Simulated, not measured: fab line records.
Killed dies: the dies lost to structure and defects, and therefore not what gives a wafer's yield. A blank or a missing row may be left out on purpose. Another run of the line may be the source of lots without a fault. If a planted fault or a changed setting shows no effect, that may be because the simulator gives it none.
fab line records | flow sky130
[record] lots = 7 wafers = 21 lastDay = 50
route steps=708 shown METAL2@491 PAD_OPEN@708
lots with no fault: from the same line, run without faults
startH: hours from the record's opening day to when the first of the lot's shown wafers began | waitH: hours since the lot's step before | " identical to the entry in the row above | L1.1+2: a row that stands for several wafers | - no value present, or no start provided | * or withheld: withheld | < > ~ a bound
route shown NAME@n: NAME is a module with steps in the file, n the number in the route of the first one | usual: average and standard deviation across the fault-free wafers | same: alike in all rows | chamber/n: place in a boat | sites: the reading at each site | _std_site: their standard deviation | _edge_site: mean of outer sites minus mean of inner sites | radiusMm: for every site, how far away it sits from the centre of the wafer | mask NAME#n: copy n | behind: tool/chamber where the wafer was last shaped | hold: the reason the lot was held/the length of the hold in hours/how it ended | device: transistor that didn't switch, given as n, p or np | end of line: the route-end tests of the same wafers | for a step that has no rows: nothing shown but its recipe | killed: at the first sort, the dies lost to defects and structure; wafer yield is something else | map: shows each die of a wafer: x if killed, . if not, _ if none is there
set.NAME: the setting that was run; set.NAME@STEP: the one run at that earlier step | model.NAME: the simulator's own value behind a step, which no gauge read
lots at selected steps of the route; one table per step, one row per wafer
services: from which hour (startH, from the record's first day; less than 0 if before it) a tool's chamber was out of use, for how many hours, and why
[[steps]]
[step SKY_METAL2_HMDS_08]
[recipe] primeTimeS = 60 primeTempC = 120
[step SKY_METAL2_COAT_09]
[recipe] resist = BARC tempC = withheld timeS = withheld spinRpm = 3000 resistThkNm = 60
[step SKY_METAL2_COAT_10]
[recipe] resist = KrF-thick spinRpm = 3000 resistThkNm = 450
[step SKY_METAL2_SOFTBAKE_11]
[recipe] tempC = 100 timeS = 90 resist = KrF-thick
[step SKY_METAL2_EXPOSE_12]
[recipe] maskId = MM2 na = 0.8 sourceShape = annular sigmaInner = 0.55 sigmaOuter = 0.85 targetCdNm = 140 doseMj = 28
[step SKY_METAL2_PEB_13]
[recipe] pebTempC = withheld pebTimeS = withheld resist = KrF-thick
[step SKY_METAL2_DEVELOP_14]
[recipe] developTimeS = 57.26 resist = KrF-thick devTempC = 21
[step SKY_METAL2_CD_MEAS_15]
[recipe] targetCdNm = 140
[usual] cdNm = 140.0/1.8
// columns lot.wafer tool chamber startH waitH cdNm
L184.1 cdSem-02 - 819.01 - 138.5
L184.3 " - " " 138.9
L184.6 " - " " 138.4
L193.1 cdSem-02 - 897.68 - 139.0
L193.2 " - " " 141.2
L193.3 " - " " 140.9
L198.2 cdSem-01 - 936.16 - 137.1
L198.3 " - " " 138.2
L198.4 " - " " 136.8
L197.1 cdSem-02 - 936.49 - 143.6
L197.3 " - " " 141.9
L197.6 " - " " 140.7
L199.3 cdSem-01 - 943.13 - 141.5
L199.4 " - " " 138.9
L199.5 " - " " 139.8
L203.2 cdSem-01 - 964.28 - 143.2
L203.4 " - " " 142.2
L203.6 " - " " 143.0
L207.2 cdSem-01 - 985.68 - 143.1
L207.4 " - " " 139.6
L207.6 " - " " 142.3
[step SKY_METAL2_OVL_MEAS_16]
[usual] METAL2_OVL = -6/5.4
// columns lot.wafer tool chamber startH waitH METAL2_OVL[nm]
L184.1 overlay-02 - 819.13 0.1 -2
L184.3 " - " " 1
L184.6 " - " " -2
L193.1 overlay-02 - 897.80 0.1 -11
L193.2 " - " " -13
L193.3 " - " " -12
L198.2 overlay-02 - 936.27 0.1 -7
L198.3 " - " " -7
L198.4 " - " " -10
L197.1 overlay-01 - 936.61 0.1 -9
L197.3 " - " " -7
L197.6 " - " " -8
L199.3 overlay-02 - 943.22 0.1 5
L199.4 " - " " 7
L199.5 " - " " 0
L203.2 overlay-02 - 964.39 0.1 -9
L203.4 " - " " -11
L203.6 " - " " -19
L207.2 overlay-02 - 985.79 0.1 -4
L207.4 " - " " -2
L207.6 " - " " -2
[step SKY_METAL2_DESCUM_17]
[recipe] chemistry = O2 sourcePowerW = 150 biasPowerW = 0 pressureMtorr = 10 tempC = 40 timeS = 8
[usual] drypumpMotorCurrentA = 5.8/0.38 oesProductAu = 0.998/0.011
// columns lot.wafer tool chamber startH waitH drypumpMotorCurrentA oesProductAu rfHoursCounterH
L184.1 rieMetal-02 1 819.16 0.0 5.7 0.995 5
L184.3 " 0 " " 6.4 1.019 -
L184.6 " 0 " " 6.4 1.023 -
L193.1 rieMetal-03 1 897.84 0.0 5.5 0.993 8
L193.2 " 0 " " 5.8 0.987 4
L193.3 " 0 " " 5.8 0.979 -
L198.2 rieMetal-03 0 936.30 0.0 5.8 0.999 7
L198.3 " 1 " " 5.5 0.998 -
L198.4 " 0 " " 5.8 0.999 -
L197.1 rieMetal-01 0 936.65 0.0 5.3 0.995 19
L197.3 " 0 " " 5.3 0.981 -
L197.6 " 0 " " 5.3 0.985 -
L199.3 rieMetal-02 1 943.26 0.0 5.7 0.985 -
L199.4 " 1 " " 5.7 0.992 -
L199.5 " 1 " " 5.7 0.989 -
L203.2 rieMetal-03 1 964.42 0.0 5.5 1.013 12
L203.4 " 0 " " 5.8 0.987 -
L203.6 " 1 " " 5.5 0.991 -
L207.2 rieMetal-02 0 985.82 0.0 6.4 0.999 2
L207.4 " 1 " " 5.7 0.997 -
L207.6 " 0 " " 6.4 0.998 -
[step SKY_METAL2_ETCH_18]
[recipe] chemistry = N2/H2 target = BARC ionEnergyEv = 200 biasW = 100 pressureMtorr = 30 n2FlowSccm = 100 h2FlowSccm = 200 icpW = 500 stopOn = SiO2 timeS = 45.9 targetDepthA = 600
[usual] drypumpMotorCurrentA = 5.8/0.38 h2FlowSccm = 200.1/0.63 oesProductAu = 0.853/0.0051 throttleValvePct = 13.226/0.0092
// columns lot.wafer tool chamber startH waitH drypumpMotorCurrentA h2FlowSccm oesProductAu rfHoursCounterH throttleValvePct
L184.1 rieMetal-02 1 819.20 0.0 5.7 200.8 0.863 5 13.226
L184.3 " 0 " " 6.4 200.1 0.851 - 13.228
L184.6 " 0 " " 6.4 200.6 0.845 - 13.227
L193.1 rieMetal-03 1 897.87 0.0 5.5 200.3 0.858 8 13.216
L193.2 " 0 " " 5.8 200.1 0.848 4 13.211
L193.3 " 0 " " 5.8 200.4 0.851 - 13.231
L198.2 rieMetal-03 0 936.33 0.0 5.8 200.4 0.859 7 13.219
L198.3 " 1 " " 5.5 200.6 0.860 - 13.232
L198.4 " 0 " " 5.8 200.4 0.852 - 13.226
L197.1 rieMetal-01 0 936.71 0.1 5.3 199.9 0.851 19 13.218
L197.3 " 0 " " 5.3 199.9 0.850 - 13.222
L197.6 " 0 " " 5.3 199.9 0.864 - 13.218
L199.3 rieMetal-02 1 943.35 0.1 5.7 200.2 0.860 - 13.214
L199.4 " 1 " " 5.7 200.0 0.851 - 13.241
L199.5 " 1 " " 5.7 198.9 0.857 - 13.220
L203.2 rieMetal-03 1 964.45 0.0 5.5 201.3 0.842 12 13.229
L203.4 " 0 " " 5.8 199.7 0.858 - 13.218
L203.6 " 1 " " 5.5 200.1 0.862 - 13.217
L207.2 rieMetal-02 0 985.85 0.0 6.4 200.0 0.852 2 13.234
L207.4 " 1 " " 5.7 200.8 0.853 - 13.217
L207.6 " 0 " " 6.4 199.6 0.848 - 13.234
[step SKY_METAL2_METAL_ETCH_19]
[recipe] targetDepthA = 3600 stopOn = SiO2 overEtchFrac = 0.3 timeS = 78 chemistry = Cl2/BCl3 resistSidewallDeg = 88 pressureMtorr = 10 icpW = 900 biasW = 48.5 Cl2_flow_sccm = 60 bcl3FlowSccm = 30
[usual] bcl3FlowSccm = 29.99/0.099 drypumpMotorCurrentA = 5.8/0.39 oesProductAu = 0.854/0.0058 throttleValvePct = 22.264/0.0096
// columns lot.wafer tool chamber startH waitH bcl3FlowSccm drypumpMotorCurrentA oesProductAu rfHoursCounterH throttleValvePct
L184.1 rieMetal-02 1 819.26 0.0 29.85 5.7 0.845 5 22.263
L184.3 " 0 " " 30.00 6.4 0.854 - 22.276
L184.6 " 0 " " 30.00 6.4 0.849 - 22.258
L193.1 rieMetal-03 1 897.94 0.0 30.08 5.5 0.856 8 22.278
L193.2 " 0 " " 29.91 5.8 0.857 4 22.275
L193.3 " 0 " " 29.91 5.7 0.858 - 22.257
L198.2 rieMetal-03 0 936.40 0.0 29.90 5.7 0.844 7 22.262
L198.3 " 1 " " 29.86 5.5 0.851 - 22.261
L198.4 " 0 " " 30.00 5.8 0.852 - 22.262
L197.1 rieMetal-01 0 936.84 0.1 30.11 5.3 0.856 19 22.264
L197.3 " 0 " " 30.09 5.2 0.867 - 22.256
L197.6 " 0 " " 29.96 5.3 0.856 - 22.271
L199.3 rieMetal-02 1 943.49 0.1 29.95 5.7 0.857 - 22.266
L199.4 " 1 " " 30.05 5.7 0.862 - 22.261
L199.5 " 1 " " 29.98 5.7 0.863 - 22.277
L203.2 rieMetal-03 1 964.51 0.0 30.01 5.5 0.856 12 22.264
L203.4 " 0 " " 30.09 5.8 0.844 - 22.256
L203.6 " 1 " " 29.95 5.6 0.861 - 22.271
L207.2 rieMetal-02 0 985.91 0.0 30.10 6.4 0.844 2 22.268
L207.4 " 1 " " 30.02 5.7 0.857 - 22.274
L207.6 " 0 " " 30.01 6.4 0.857 - 22.263
[step SKY_METAL2_STRIP_20]
[recipe] chemistry = O2/N2 powerW = 1400 pressureMtorr = 1500 platenTempC = withheld o2FlowSccm = 3000 n2FlowSccm = 300 overashFraction = 0.5
[usual] drypumpMotorCurrentA = 5.8/0.47 oesProductAu = 0.343/0.004 overashFraction = 0.5/0 stripTimeToEndpointS = 2.71/0.051
// columns lot.wafer tool chamber startH waitH drypumpMotorCurrentA oesProductAu overashFraction rfHoursCounterH stripTimeToEndpointS
L184.1 plasmaAsher-01 0 819.35 0.1 6.4 0.340 0.5 8 2.77
L184.3 " 0 " " 6.4 0.343 0.5 - 2.60
L184.6 " 1 " " 5.0 0.340 0.5 - 2.61
L193.1 plasmaAsher-03 0 898.03 0.1 5.9 0.339 0.5 77 2.75
L193.2 " 1 " " 5.6 0.349 0.5 77 2.82
L193.3 " 0 " " 5.9 0.341 0.5 - 2.76
L198.2 plasmaAsher-03 0 936.49 0.1 5.9 0.348 0.5 80 2.76
L198.3 " 1 " " 5.7 0.343 0.7 - 2.73
L198.4 " 0 " " 5.9 0.345 0.5 - 2.74
L197.1 plasmaAsher-03 0 937.02 0.1 5.9 0.345 0.5 80 2.72
L197.3 " 0 " " 5.9 0.347 0.5 - 2.71
L197.6 " 1 " " 5.6 0.344 0.7 - 2.71
L199.3 plasmaAsher-01 0 943.64 0.1 6.4 0.344 0.5 - 2.77
L199.4 " 1 " " 5.0 0.337 0.5 - 2.77
L199.5 " 0 " " 6.4 0.346 0.5 - 2.78
L203.2 plasmaAsher-03 0 964.60 0.1 5.9 0.345 0.5 83 2.70
L203.4 " 1 " " 5.6 0.344 0.7 - 2.75
L203.6 " 0 " " 5.9 0.344 0.5 - 2.75
L207.2 plasmaAsher-02 1 986.00 0.1 5.4 0.347 0.5 51 2.66
L207.4 " 1 " " 5.4 0.344 0.5 - 2.73
L207.6 " 0 " " 6.3 0.341 0.5 - 2.65
[step SKY_METAL2_STRIP_21]
[recipe] chemistry = postEtchResidueRemover timeS = 1200 tempC = 72.5
[step SKY_PAD_OPEN_PROBE_99]
[usual] defectLimitedYield = 82.4/1.7 killed_at_M0_to_M3 = 44/6.9 killed_at_M4_up = 3.3/1.7 killedAtContacts = 24/4.7 killedAtFrontEnd = 15/4.5 killedAtOther = 0.2/0.49 killedDies = 86/8.4 killedOpen = 47/6.5 killedShort = 39/6 sort_bin_3_pad_short = 0.9/0.4 sort_bin_5_function = 10.4/1.5 sort_bin_6_memory = 6.3/1 sortNPass = 406/8.4 sortYieldPct = 82.4/1.7
[same] grossDies = 492 killedAtBackSide = 0 sort_bin_4_leakage[%] = 0 sort_bin_8_speed[%] = 0
// columns lot.wafer tool chamber startH waitH defectLimitedYield[%] killed_at_M0_to_M3 killed_at_M4_up killedAtContacts killedAtFrontEnd killedAtOther killedDies killedOpen killedShort sort_bin_3_pad_short[%] sort_bin_5_function[%] sort_bin_6_memory[%] sortNPass sortYieldPct[%]
L184.1 prober-01 - 1072.76 0.1 81.1 43 5 26 19 0 93 54 39 1.0 11.4 6.5 399 81.1
L184.3 prober-01 - 1072.86 0.2 81.7 49 2 19 20 0 90 53 37 1.0 11.4 5.9 402 81.7
L184.6 prober-01 - 1073.01 0.2 79.5 44 3 31 22 1 101 57 44 0.8 14.2 5.5 391 79.5
L193.1 prober-01 - 1135.94 0.1 80.1 41 6 29 22 0 98 51 47 1.6 11.0 7.3 394 80.1
L193.2 prober-01 - 1135.99 0.1 86.4 34 3 19 11 0 67 44 23 0.4 7.3 5.9 425 86.4
L193.3 prober-01 - 1136.04 0.2 80.7 37 7 31 19 1 95 52 43 1.2 10.6 7.5 397 80.7
L198.2 prober-01 - 1162.40 0.1 82.9 44 4 16 19 1 84 47 37 0.2 9.8 7.1 408 82.9
L198.3 prober-01 - 1162.45 0.2 82.7 53 3 22 7 0 85 43 42 1.2 9.3 6.7 407 82.7
L198.4 prober-01 - 1162.50 0.2 80.1 48 3 33 13 1 98 52 46 0.8 12.2 6.9 394 80.1
L197.1 prober-02 - 1162.67 0.1 83.7 36 7 24 12 1 80 40 40 0.2 9.6 6.5 412 83.7
L197.3 prober-02 - 1162.77 0.2 82.3 43 7 29 8 0 87 45 42 1.2 10.0 6.5 405 82.3
L197.6 prober-02 - 1162.92 0.2 82.5 47 7 21 10 1 86 45 41 0.8 10.4 6.3 406 82.5
L199.3 prober-01 - 1165.94 0.2 83.5 47 1 15 17 1 81 40 41 0.6 10.4 5.5 411 83.5
L199.4 prober-01 - 1165.99 0.2 81.1 50 5 24 14 0 93 52 41 0.8 11.8 6.3 399 81.1
L199.5 prober-01 - 1166.04 0.2 81.7 49 3 26 11 1 90 49 41 1.0 11.2 6.1 402 81.7
L203.2 prober-02 - 1183.98 0.1 83.7 46 1 23 10 0 80 41 39 1.8 8.7 5.7 412 83.7
L203.4 prober-02 - 1184.08 0.2 79.5 53 3 25 20 0 101 60 41 0.8 12.0 7.7 391 79.5
L203.6 prober-02 - 1184.18 0.2 78.0 52 7 35 14 0 108 60 48 1.6 12.8 7.5 384 78.0
L207.2 prober-01 - 1196.93 0.1 80.1 52 2 28 16 0 98 59 39 1.2 10.6 8.1 394 80.1
L207.4 prober-01 - 1197.03 0.2 81.5 51 5 21 14 0 91 53 38 1.0 10.6 6.9 401 81.5
L207.6 prober-01 - 1197.13 0.2 80.9 54 7 15 17 1 94 38 56 0.8 11.0 7.3 398 80.9
// killed by level:class
L184.1 CONTACT:geometricParticle:open=10 VIA1:geometricParticle:open=10 VIA2:geometricParticle:open=9 FIELD_ISO:geometricParticle:short=7 VIA3:geometricParticle:open=7 FIELD_ISO:geometricParticle:open=6 LI_CONTACT:geometricParticle:short=5 CONTACT:geometricParticle:short=5
L184.3 VIA1:geometricParticle:open=13 METAL1:geometricParticle:short=9 FIELD_ISO:geometricParticle:short=6 CONTACT:geometricParticle:open=6 VIA2:geometricParticle:open=6 VIA3:geometricParticle:open=6 LI_CONTACT:geometricParticle:open=5 FIELD_ISO:geometricParticle:open=4
L184.6 CONTACT:geometricParticle:open=14 VIA1:geometricParticle:open=11 FIELD_ISO:geometricParticle:short=9 VIA3:geometricParticle:open=7 METAL2:geometricParticle:short=6 FIELD_ISO:geometricParticle:open=5 LOCAL_INTERCONNECT:geometricParticle:short=5 CONTACT:geometricParticle:short=5
L193.1 CONTACT:geometricParticle:open=12 CONTACT:geometricParticle:short=8 VIA3:geometricParticle:open=7 METAL2:geometricParticle:short=6 METAL4:geometricParticle:short=6 LI_CONTACT:geometricParticle:open=5 VIA1:geometricParticle:open=5 METAL2:geometricParticle:open=5
L193.2 VIA2:geometricParticle:open=9 VIA3:geometricParticle:open=9 CONTACT:geometricParticle:open=6 VIA1:geometricParticle:open=6 FIELD_ISO:geometricParticle:short=4 LI_CONTACT:geometricParticle:open=4 CONTACT:geometricParticle:short=3 METAL4:geometricParticle:short=3
L193.3 LI_CONTACT:geometricParticle:open=9 CONTACT:geometricParticle:open=9 VIA1:geometricParticle:open=9 LI_CONTACT:geometricParticle:short=7 FIELD_ISO:geometricParticle:open=5 POLY_GATE:geometricParticle:open=5 METAL1:geometricParticle:short=5 VIA3:geometricParticle:open=5
L198.2 VIA1:geometricParticle:open=10 POLY_GATE:geometricParticle:open=7 CONTACT:geometricParticle:open=7 METAL1:geometricParticle:short=6 LI_CONTACT:geometricParticle:short=5 VIA3:geometricParticle:short=5 VIA2:geometricParticle:open=5 FIELD_ISO:geometricParticle:open=4
L198.3 VIA1:geometricParticle:open=15 METAL1:geometricParticle:short=10 VIA3:geometricParticle:open=7 LOCAL_INTERCONNECT:geometricParticle:short=6 CONTACT:geometricParticle:open=5 METAL2:geometricParticle:short=5 VIA2:geometricParticle:open=5 LI_CONTACT:geometricParticle:open=4
L198.4 LI_CONTACT:geometricParticle:open=10 CONTACT:geometricParticle:open=10 METAL1:geometricParticle:short=10 VIA1:geometricParticle:open=8 VIA2:geometricParticle:open=7 VIA1:geometricParticle:short=6 FIELD_ISO:geometricParticle:short=5 LI_CONTACT:geometricParticle:short=5
L197.1 CONTACT:geometricParticle:open=8 VIA1:geometricParticle:open=7 VIA2:geometricParticle:open=7 METAL4:geometricParticle:short=7 LI_CONTACT:geometricParticle:open=6 VIA1:geometricParticle:short=6 FIELD_ISO:geometricParticle:open=5 CONTACT:geometricParticle:short=5
L197.3 CONTACT:geometricParticle:open=10 LI_CONTACT:geometricParticle:open=9 VIA1:geometricParticle:open=9 METAL1:geometricParticle:short=8 LOCAL_INTERCONNECT:geometricParticle:short=5 METAL2:geometricParticle:short=5 VIA2:geometricParticle:short=5 VIA2:geometricParticle:open=5
L197.6 CONTACT:geometricParticle:open=11 VIA1:geometricParticle:open=11 METAL4:geometricParticle:short=6 METAL3:geometricParticle:short=5 LI_CONTACT:geometricParticle:open=4 VIA1:geometricParticle:short=4 METAL2:geometricParticle:open=4 METAL2:geometricParticle:short=4
L199.3 VIA1:geometricParticle:open=17 POLY_GATE:geometricParticle:short=7 LOCAL_INTERCONNECT:geometricParticle:short=5 METAL1:geometricParticle:short=5 VIA1:geometricParticle:short=5 METAL2:geometricParticle:short=5 VIA2:geometricParticle:open=4 VIA3:geometricParticle:open=4
L199.4 VIA1:geometricParticle:open=17 LOCAL_INTERCONNECT:geometricParticle:short=9 VIA2:geometricParticle:open=8 VIA3:geometricParticle:open=7 METAL2:geometricParticle:short=5 METAL4:geometricParticle:short=5 POLY_GATE:geometricParticle:open=4 LI_CONTACT:geometricParticle:open=4
L199.5 VIA1:geometricParticle:open=11 VIA3:geometricParticle:open=9 CONTACT:geometricParticle:open=8 VIA1:geometricParticle:short=7 LI_CONTACT:geometricParticle:open=6 LOCAL_INTERCONNECT:geometricParticle:short=5 CONTACT:geometricParticle:short=4 METAL2:geometricParticle:short=4
L203.2 CONTACT:geometricParticle:open=11 VIA2:geometricParticle:short=10 VIA2:geometricParticle:open=7 VIA1:geometricParticle:open=7 LI_CONTACT:geometricParticle:open=6 CONTACT:geometricParticle:short=4 METAL2:geometricParticle:short=4 METAL3:geometricParticle:short=4
L203.4 CONTACT:geometricParticle:open=14 VIA1:geometricParticle:open=12 FIELD_ISO:geometricParticle:open=7 VIA3:geometricParticle:open=7 VIA2:geometricParticle:short=7 METAL2:geometricParticle:short=6 FIELD_ISO:geometricParticle:short=5 VIA1:geometricParticle:short=5
L203.6 CONTACT:geometricParticle:open=16 VIA1:geometricParticle:open=16 LI_CONTACT:geometricParticle:open=8 METAL4:geometricParticle:short=7 METAL1:geometricParticle:short=6 FIELD_ISO:geometricParticle:open=5 LI_CONTACT:geometricParticle:short=5 METAL2:geometricParticle:short=5
L207.2 VIA1:geometricParticle:open=17 CONTACT:geometricParticle:open=11 VIA2:geometricParticle:open=8 POLY_GATE:geometricParticle:short=7 VIA3:geometricParticle:open=7 CONTACT:geometricParticle:short=6 VIA1:geometricParticle:short=6 LI_CONTACT:geometricParticle:short=5
L207.4 VIA2:geometricParticle:open=10 VIA3:geometricParticle:open=10 VIA1:geometricParticle:open=9 CONTACT:geometricParticle:open=8 VIA1:geometricParticle:short=7 POLY_GATE:geometricParticle:short=4 FIELD_ISO:geometricParticle:open=4 METAL1:geometricParticle:open=4
L207.6 VIA1:geometricParticle:open=8 METAL2:geometricParticle:short=8 METAL1:geometricParticle:short=8 METAL3:geometricParticle:short=7 METAL4:geometricParticle:short=6 VIA2:geometricParticle:short=6 POLY_GATE:geometricParticle:open=5 CONTACT:geometricParticle:open=5
[[services]]
// columns tool chamber startH hours kind
rieMetal-01 - 797.58 1.4 pm
rieMetal-02 1 800.17 1.5 repair
rieMetal-02 - 833.35 2.8 pm
rieMetal-03 1 875.22 11.9 repair
rieMetal-01 1 902.06 73.1 repair
rieMetal-02 - 921.47 15.6 pm
rieMetal-02 0 937.07 - clean
rieMetal-02 0 937.07 20.5 scheduledDown
rieMetal-02 0 937.07 20.5 ventCycle
rieMetal-02 - 938.23 0.4 repair
rieMetal-02 - 938.30 1.4 repair
rieMetal-02 - 946.98 1.5 repair
rieMetal-01 0 950.78 12.2 repair
rieMetal-02 - 955.29 0.6 repair
rieMetal-03 - 961.36 0.7 repair
plasmaAsher-02 - 967.12 12.5 repair
rieMetal-02 1 979.04 6.5 repair
plasmaAsher-02 - 979.59 2.8 pm
[[key]]
[firstSign] step = SKY_METAL2_STRIP_20 reading = overashFraction direction = up sigmas = 99+ usual = 0.5 struck = 0.7
effect none on later readings
metAt SKY_METAL2_STRIP_20
struckWafers L197.6,L198.3,L203.4
onsetBetween 898.03 936.49
[fault] kind = processParameterDrift tool = plasmaAsher-03 chamber = 1 onsetH = 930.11 steps = SKY_METAL2_STRIP_20 channel = overashFraction offset = 0.2 shape = step endH = 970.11 actsIn = theseRecipesOnly stated = 0.5
